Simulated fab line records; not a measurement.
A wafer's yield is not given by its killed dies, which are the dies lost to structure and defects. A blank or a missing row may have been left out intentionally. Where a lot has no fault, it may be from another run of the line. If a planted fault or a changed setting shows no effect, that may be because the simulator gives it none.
fab line records	flow gf180mcu
record: lots: 6	wafers: 18	last-day: 34
route steps=602 shown CONTACT@306 M1@315
lots untouched by any fault: they come from a run of this same line in which no faults occurred
start-h: hours from the record's first day to the start of the lot's first wafer shown	wait-h: time in hours since the lot's previous step	" same as the row above	L1.1+2: several wafers, shown together as one row	- value missing, or start not given	* or withheld: withheld	< > ~ a bound
route shown NAME@n: NAME is a module with steps in the file, n the number in the route of the first one	usual: mean/standard deviation taken from wafers without a fault	same: alike in all rows	chamber/n: place in a boat	sites: each site's reading	_std_site: the standard deviation of these	_edge_site: inner sites' mean taken away from outer sites' mean	radius-mm: for every site, how far away it sits from the centre of the wafer	mask NAME#n: copy n	behind: the last tool/chamber to shape the wafer	hold: the reason the lot was held/the length of the hold in hours/how it ended	device: names the non-switching transistor (n, p or np)	end of line: the route-end tests of the same wafers	step lacking rows: just its recipe	killed: dies that structure and defects cost at the first sort, which is not the same as the wafer's yield	map: shows each die of a wafer: x if killed, . if not, _ if none is there
set.NAME: the setting as run; set.NAME@STEP: as run at that earlier step	model.NAME: the simulator's own value behind a step, which no gauge read
lots seen at some steps along the route; tables by step, rows by wafer
services: when a tool's chamber went out of use (start-h, in hours from the record's first day, below 0 if earlier), for how many hours, and the reason
== steps ==
step: GF_CONTACT_CLEAN_19
recipe: chemistry: SPM
step: GF_CONTACT_CLEAN_20
recipe: chemistry: DIW
step: GF_CONTACT_CLEAN_21
recipe: chemistry: dHF	time-s: 20	dilution: 100:1	dry: ipa-marangoni
step: GF_CONTACT_SPUTTER_22
recipe: material: Ti	target-thk-nm: 15	chamber-pressure-pa: 5	power-w: 2500	substrate-temp-c: 200	time-s: 80.02
step: GF_CONTACT_SPUTTER_23
recipe: material: TiN	target-thk-nm: 10	chamber-pressure-pa: 5	power-w: 4000	time-s: 40
usual: cathode-dc-power-W: 4000.0/0.7	chamber-pressure-pa: 4.999/0.0092	throttle-valve-pct: 30.0/1.2
lot.wafer	tool	chamber	start-h	wait-h	cathode-dc-power-W	chamber-pressure-pa	throttle-valve-pct
L303.1	pvd-sputter-03	-	366.33	0.0	4000.1	5.005	27.7
L303.3	"	-	"	"	3999.3	4.975	30.0
L303.5	"	-	"	"	3999.5	4.993	30.5
L308.1	pvd-sputter-04	-	418.92	0.0	4001.0	4.998	30.5
L308.2	"	-	"	"	4000.6	5.003	31.7
L308.3	"	-	"	"	3999.9	4.985	29.2
L309.1	pvd-sputter-04	-	430.93	0.0	3999.0	5.005	30.5
L309.3	"	-	"	"	3999.4	4.996	29.5
L309.6	"	-	"	"	4000.0	5.001	29.4
L319.1	pvd-sputter-04	-	520.26	0.0	4000.0	4.997	30.3
L319.2	"	-	"	"	3999.7	4.997	31.4
L319.5	"	-	"	"	4000.7	5.004	31.7
L323.1	pvd-sputter-01	-	539.08	0.0	4001.0	5.016	29.3
L323.3	"	-	"	"	3999.7	5.000	32.4
L323.4	"	-	"	"	4000.0	5.007	29.9
L325.1	pvd-sputter-04	-	555.18	0.0	4000.2	5.014	31.5
L325.2	"	-	"	"	3999.2	4.993	29.3
L325.6	"	-	"	"	3999.5	5.000	29.3
step: GF_CONTACT_CVD_24
recipe: material: W	target-thk-nm: 300	time-s: 90.339	temp-c: 400	pressure-torr: 40
usual: heater-power-w: 845/47
lot.wafer	tool	chamber	start-h	wait-h	heater-power-w
L303.1	cvd-w-02	1	366.37	0.0	866
L303.3	"	0	"	"	771
L303.5	"	1	"	"	873
L308.1	cvd-w-01	0	418.96	0.0	876
L308.2	"	1	"	"	859
L308.3	"	1	"	"	847
L309.1	cvd-w-02	0	430.97	0.0	778
L309.3	"	1	"	"	867
L309.6	"	0	"	"	783
L319.1	cvd-w-01	0	520.30	0.0	875
L319.2	"	1	"	"	873
L319.5	"	0	"	"	906
L323.1	cvd-w-02	1	539.12	0.0	850
L323.3	"	1	"	"	862
L323.4	"	0	"	"	773
L325.1	cvd-w-02	0	555.22	0.0	783
L325.2	"	1	"	"	877
L325.6	"	0	"	"	770
step: GF_CONTACT_RS_MEAS_25
recipe: thk-meas-gauge: four-point-probe	reads: W_of_CONTACT_CVD_24+TiN_of_CONTACT_SPUTTER_23+Ti_of_CONTACT_SPUTTER_22
usual: CONTACT_W_RS: 0.382/0.004
lot.wafer	tool	chamber	start-h	wait-h	CONTACT_W_RS[ohm/sq]
L303.1	film-metro-03	-	366.47	0.1	0.380
L303.3	"	-	"	"	0.386
L303.5	"	-	"	"	0.384
L308.1	film-metro-01	-	419.06	0.1	0.383
L308.2	"	-	"	"	0.380
L308.3	"	-	"	"	0.379
L309.1	film-metro-01	-	431.07	0.1	0.381
L309.3	"	-	"	"	0.379
L309.6	"	-	"	"	0.378
L319.1	film-metro-01	-	520.40	0.1	0.382
L319.2	"	-	"	"	0.381
L319.5	"	-	"	"	0.385
L323.1	film-metro-04	-	539.22	0.1	0.371
L323.3	"	-	"	"	0.376
L323.4	"	-	"	"	0.377
L325.1	film-metro-04	-	555.32	0.1	0.374
L325.2	"	-	"	"	0.382
L325.6	"	-	"	"	0.379
step: GF_CONTACT_THK_MEAS_26
recipe: thk-meas-gauge: xrf	reads: W_of_CONTACT_CVD_24
usual: CONTACT_W_THK: 298/3.8
lot.wafer	tool	chamber	start-h	wait-h	CONTACT_W_THK[nm]
L303.1	film-metro-03	-	366.59	0.1	297
L303.3	"	-	"	"	291
L303.5	"	-	"	"	293
L308.1	film-metro-01	-	419.18	0.1	301
L308.2	"	-	"	"	300
L308.3	"	-	"	"	299
L309.1	film-metro-01	-	431.19	0.1	302
L309.3	"	-	"	"	301
L309.6	"	-	"	"	302
L319.1	film-metro-01	-	520.52	0.1	301
L319.2	"	-	"	"	301
L319.5	"	-	"	"	300
L323.1	film-metro-04	-	539.34	0.1	306
L323.3	"	-	"	"	303
L323.4	"	-	"	"	302
L325.1	film-metro-04	-	555.44	0.1	298
L325.2	"	-	"	"	296
L325.6	"	-	"	"	297
step: GF_CONTACT_CMP_27
recipe: stop-on: SiO2	down-force-psi: 3.5	platen-rpm: 60	t-overpolish-s: 15	target-thk-nm: 0	pad-velocity-m-s: 0.94248
usual: motor-current-A: 10.8/1.5	overpolish-run-s: 15.000/0.0091	time-to-endpoint-s: 72/4
lot.wafer	tool	chamber	start-h	wait-h	motor-current-A	overpolish-run-s	time-to-endpoint-s
L303.3	cmp-02	3	366.65	0.0	9.0	15.005	73
L303.1	"	2	"	"	10.2	15.009	73
L303.5	"	3	"	"	8.5	14.989	75
L308.1	cmp-01	0	419.24	0.1	11.5	14.997	76
L308.2	"	1	"	"	11.8	15.000	75
L308.3	"	2	"	"	11.3	14.991	78
L309.3	cmp-01	1	431.25	0.0	11.5	15.007	80
L309.1	"	3	"	"	11.1	15.009	80
L309.6	"	2	"	"	11.6	15.007	80
L319.1	cmp-02	3	520.63	0.1	8.9	15.014	71
L319.2	"	1	"	"	10.8	14.996	64
L319.5	"	3	"	"	8.8	14.984	67
L323.3	cmp-02	2	539.40	0.0	9.6	15.022	70
L323.4	"	0	"	"	13.3	14.995	74
L323.1	"	1	"	"	10.2	14.995	71
L325.1	cmp-01	3	555.63	0.2	10.6	15.010	76
L325.2	"	0	"	"	10.9	14.999	73
L325.6	"	2	"	"	11.3	14.995	75
step: GF_M1_SPUTTER_00
recipe: material: Ti	target-thk-nm: 37.5	arriving-ion-energy-ev: 80	substrate-temp-c: 200	chamber-pressure-pa: 2	power-w: 4000	time-s: 150
step: GF_M1_SPUTTER_01
recipe: material: TiN	target-thk-nm: 30	power-w: 6500	time-s: 25	chamber-pressure-pa: 0.4
usual: cathode-dc-power-W: 6500.0/1.1	chamber-pressure-pa: 0.3999/0.00078	throttle-valve-pct: 30.2/1.2
lot.wafer	tool	chamber	start-h	wait-h	cathode-dc-power-W	chamber-pressure-pa	throttle-valve-pct
L303.1	pvd-sputter-04	-	367.05	0.1	6500.3	0.3982	31.8
L303.3	"	-	"	"	6501.1	0.3994	30.6
L303.5	"	-	"	"	6498.4	0.4005	29.5
L308.1	pvd-sputter-01	-	419.64	0.1	6500.5	0.4004	29.2
L308.2	"	-	"	"	6501.4	0.3993	28.4
L308.3	"	-	"	"	6500.9	0.3994	32.4
L309.1	pvd-sputter-02	-	431.65	0.1	6501.4	0.3996	28.3
L309.3	"	-	"	"	6501.5	0.3999	31.5
L309.6	"	-	"	"	6499.5	0.4006	29.8
L319.1	pvd-sputter-02	-	520.98	0.1	6500.5	0.4000	29.7
L319.2	"	-	"	"	6500.3	0.3993	31.4
L319.5	"	-	"	"	6498.5	0.3997	28.5
L323.1	pvd-sputter-04	-	539.80	0.1	6500.3	0.4004	29.3
L323.3	"	-	"	"	6500.0	0.3995	29.5
L323.4	"	-	"	"	6500.1	0.4003	31.6
L325.1	pvd-sputter-01	-	555.98	0.1	6499.1	0.4007	29.0
L325.2	"	-	"	"	6499.0	0.4008	32.0
L325.6	"	-	"	"	6502.0	0.4011	28.6
step: GF_M1_SPUTTER_02
recipe: material: AlCu	target-thk-nm: 450	power-w: 10600	time-s: 23.9	chamber-pressure-pa: 0.4
usual: cathode-dc-power-W: 10600/1.9	chamber-pressure-pa: 0.3999/0.00094	throttle-valve-pct: 30.2/1.2
lot.wafer	tool	chamber	start-h	wait-h	cathode-dc-power-W	chamber-pressure-pa	throttle-valve-pct
L303.1	pvd-sputter-04	-	367.08	0.0	10600	0.4007	31.7
L303.3	"	-	"	"	10601	0.3991	30.2
L303.5	"	-	"	"	10600	0.3991	29.6
L308.1	pvd-sputter-01	-	419.67	0.0	10599	0.3983	29.1
L308.2	"	-	"	"	10600	0.3990	28.9
L308.3	"	-	"	"	10598	0.4006	32.1
L309.1	pvd-sputter-02	-	431.68	0.0	10597	0.3984	28.3
L309.3	"	-	"	"	10602	0.4006	31.4
L309.6	"	-	"	"	10602	0.4002	29.6
L319.1	pvd-sputter-02	-	521.01	0.0	10597	0.3996	29.7
L319.2	"	-	"	"	10602	0.3991	31.6
L319.5	"	-	"	"	10601	0.3996	28.5
L323.1	pvd-sputter-04	-	539.83	0.0	10598	0.3990	29.3
L323.3	"	-	"	"	10601	0.4007	29.4
L323.4	"	-	"	"	10601	0.4000	31.5
L325.1	pvd-sputter-01	-	556.01	0.0	10600	0.3988	29.0
L325.2	"	-	"	"	10601	0.4003	32.3
L325.6	"	-	"	"	10602	0.3993	28.8
step: GF_M1_SPUTTER_03
recipe: material: Ti	target-thk-nm: 10	substrate-temp-c: 300	chamber-pressure-pa: 0.3	power-w: 3000	time-s: 6.7
usual: cathode-dc-power-W: 3000.0/0.52	chamber-pressure-pa: 0.3000/0.00057	throttle-valve-pct: 30.2/1.2
lot.wafer	tool	chamber	start-h	wait-h	cathode-dc-power-W	chamber-pressure-pa	throttle-valve-pct
L303.1	pvd-sputter-04	-	367.11	0.0	2999.7	0.3007	31.7
L303.3	"	-	"	"	2999.8	0.3001	30.4
L303.5	"	-	"	"	2999.6	0.3009	29.4
L308.1	pvd-sputter-01	-	419.70	0.0	-	-	-
L308.2	"	-	"	"	-	-	-
L308.3	"	-	"	"	-	-	-
L309.1	pvd-sputter-02	-	431.71	0.0	-	-	-
L309.3	"	-	"	"	-	-	-
L309.6	"	-	"	"	-	-	-
L319.1	pvd-sputter-02	-	521.04	0.0	3000.3	0.3001	29.8
L319.2	"	-	"	"	3000.1	0.2995	31.3
L319.5	"	-	"	"	2999.8	0.3001	28.2
L323.1	pvd-sputter-04	-	539.86	0.0	2999.3	0.2997	29.4
L323.3	"	-	"	"	3000.3	0.3000	29.4
L323.4	"	-	"	"	3000.4	0.3010	31.8
L325.1	pvd-sputter-01	-	556.04	0.0	3000.2	0.3010	28.9
L325.2	"	-	"	"	2999.8	0.3001	32.2
L325.6	"	-	"	"	2999.6	0.3009	28.8
step: GF_M1_SPUTTER_04
recipe: material: TiN	target-thk-nm: 50	power-w: 6500	time-s: 41.7	chamber-pressure-pa: 0.4
== services ==
tool	chamber	start-h	hours	kind
pvd-sputter-02	-	344.74	1.2	repair
pvd-sputter-02	-	361.34	0.6	repair
cvd-w-01	-	390.04	14.0	pm
cvd-w-01	0	390.04	14.0	vent-cycle
cvd-w-01	1	390.04	14.0	vent-cycle
cmp-01	-	404.00	4.0	pm
cvd-w-01	0	404.04	-	clean
cvd-w-01	1	404.04	-	clean
cmp-01	-	408.00	-	consumable-replace:conditioner
cmp-01	-	408.00	-	consumable-replace:pad
cmp-02	-	453.00	1.2	repair
cvd-w-02	-	456.00	1.0	repair
pvd-sputter-03	-	490.36	0.8	repair
cvd-w-02	-	523.85	2.9	repair
cmp-02	-	543.25	2.3	repair
cmp-01	-	552.71	1.8	repair
cvd-w-01	0	555.33	8.1	repair
== key ==
first-sign: step: GF_M1_SPUTTER_03	reading: tool-record	direction: missing
effect none on later readings
met-at GF_M1_SPUTTER_03
struck-wafers L308.1,L308.2,L308.3,L309.1,L309.3,L309.6
later-rows-left-out L308.1,L308.2,L308.3,L309.1,L309.3,L309.6
sort-left-out L308.1,L308.2,L308.3,L309.1,L309.3,L309.6
tester-left-out L309
earlier-fault: kind: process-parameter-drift	tool: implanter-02	chamber: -	onset-h: 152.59	steps: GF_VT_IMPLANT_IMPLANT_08	channel: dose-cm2	offset: 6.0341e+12	shape: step	end-h: 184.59	acts-in: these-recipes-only	stated: 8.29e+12
fault: kind: skipped-step-whole	tool: pvd-sputter-01,pvd-sputter-02	chamber: -	onset-h: 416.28	steps: GF_M1_SPUTTER_03	scope: struck-lots-only
tester-left-out: of these lots the tester's yield and bins aren't shown, on N5 and GAA mostly nor the transistor test; their killed dies are dies lost to structure and defects alone, not to doping, threshold or leakage, so they don't give the yield
sort-left-out: the simulated sort isn't trusted on such a fault, so these wafers' sort isn't shown, and their yield isn't known
later-rows-left-out: the simulator's readings of these wafers behind a module that went badly wrong aren't trusted and aren't shown, but for the sort
